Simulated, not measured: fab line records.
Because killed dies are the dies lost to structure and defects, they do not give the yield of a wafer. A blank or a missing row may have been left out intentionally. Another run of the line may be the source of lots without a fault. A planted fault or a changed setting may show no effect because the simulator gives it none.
Problem report, 8D (eight disciplines) form, completed by code -- flow sky130 -- the parts of the form that need people (team, actions taken, sign-off) are left out

1. PROBLEM STATEMENT
strip time to endpoint s at SKY_METAL4_STRIP_19 reads a mean of 7.49 s on 3 wafers of 2 lots; wafers without a fault read 6.51 s with a standard deviation of 0.086. That puts it +11 standard deviations away from the usual mean.
The step: strips in O2/N2.
Seen first at day 46 22:30 on plasma asher-04, wafer L200.2. At this step, 42 wafers from 14 lots have a number in the record. Rule for "out" (also "out of limits"): further than 4 standard deviations from the usual mean. The other wafers with a number count as sound.

2. WHAT THIS IS AND IS NOT
question,is,is not
which readings at this step,"strip time to endpoint s, oes product au",drypump motor current A
which lots,"L200, L202","L181, L182, L184, L185, L186, L188, L191, L192, L193, L194, L198, L201"
which wafers of those lots,"L200.2, L200.6, L202.6","L200.4, L202.1, L202.3"
read on which tools,plasma asher-04,"plasma asher-02, plasma asher-03"
when,from day 46 22:30,"up to then (34 sound wafers); but 5 sound wafers of L201, L202 came after"

3. SUSPECTS, AND WHAT RULES EACH OUT
Counting: any tool at a process step up to the reading remains a suspect provided it ran every lot that is out. Sound lots after the first of them don't rule it out here, since some wafers of a struck lot are sound.
- rie metal-01 at SKY_METAL4_METAL_ETCH_18 (etches the open film in Cl2/BCl3, stops on SiO2, target depth 845 nm, time 183.1 s): kept. It ran every lot that is out, first L200 (day 46 22:20); its last sound lot up to then is L194 (day 45 02:58).
- plasma asher-04 at SKY_METAL4_STRIP_19 (strips in O2/N2): kept. It ran every lot that is out, first L200 (day 46 22:30); its last sound lot up to then is L194 (day 45 03:09). Its own oes product au, strip time to endpoint s readings are out on those wafers.
- The sound lot-mates ran in chamber 0 of plasma asher-04 at SKY_METAL4_STRIP_19, but the wafers that are out ran in chamber 1.
What counting leaves: rie metal-01 at SKY_METAL4_METAL_ETCH_18 and plasma asher-04 at SKY_METAL4_STRIP_19.

4. THE CAUSE (what the simulator had put in)
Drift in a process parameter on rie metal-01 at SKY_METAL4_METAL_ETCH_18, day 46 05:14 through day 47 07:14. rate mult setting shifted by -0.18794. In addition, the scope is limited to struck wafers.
Of the 2 suspects that counting leaves, this tool is one.

5. THE CHAIN OF EFFECTS, in route order
Each row: a reading where the mean over the struck wafers with a number is more than 3 standard deviations away from the usual. Scope: only readings with a usual standard deviation given in the record; hours: median across lots of the time from each lot's start at the first step in this table that gives one to its start at this step; sigmas: change in usual standard deviations.
hours,step,reading,usual,on struck wafers,change,sigmas
0,SKY_METAL4_STRIP_19,oes product au,0.501 a.u.,0.541,+0.040,+6.5
0,SKY_METAL4_STRIP_19,strip time to endpoint s,6.51 s,7.49,+0.98,+11
Here are the process steps it includes:
- SKY_METAL4_STRIP_19: strips in O2/N2.

6. HOW IT WOULD HAVE BEEN CAUGHT EARLIER
In this record no reading fell out of limits until day 46 22:30, 17 hours after the fault had begun at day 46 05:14.
Tool readings at SKY_METAL4_METAL_ETCH_18 with a usual standard deviation given in the record: none out on any struck wafer, hence no alarm at a limit of 4 standard deviations on them.
Lots out: 2; of these, L202 started SKY_METAL4_METAL_ETCH_18 on rie metal-01 after day 46 22:30. It would have been spared by a hold on the tool at that moment.
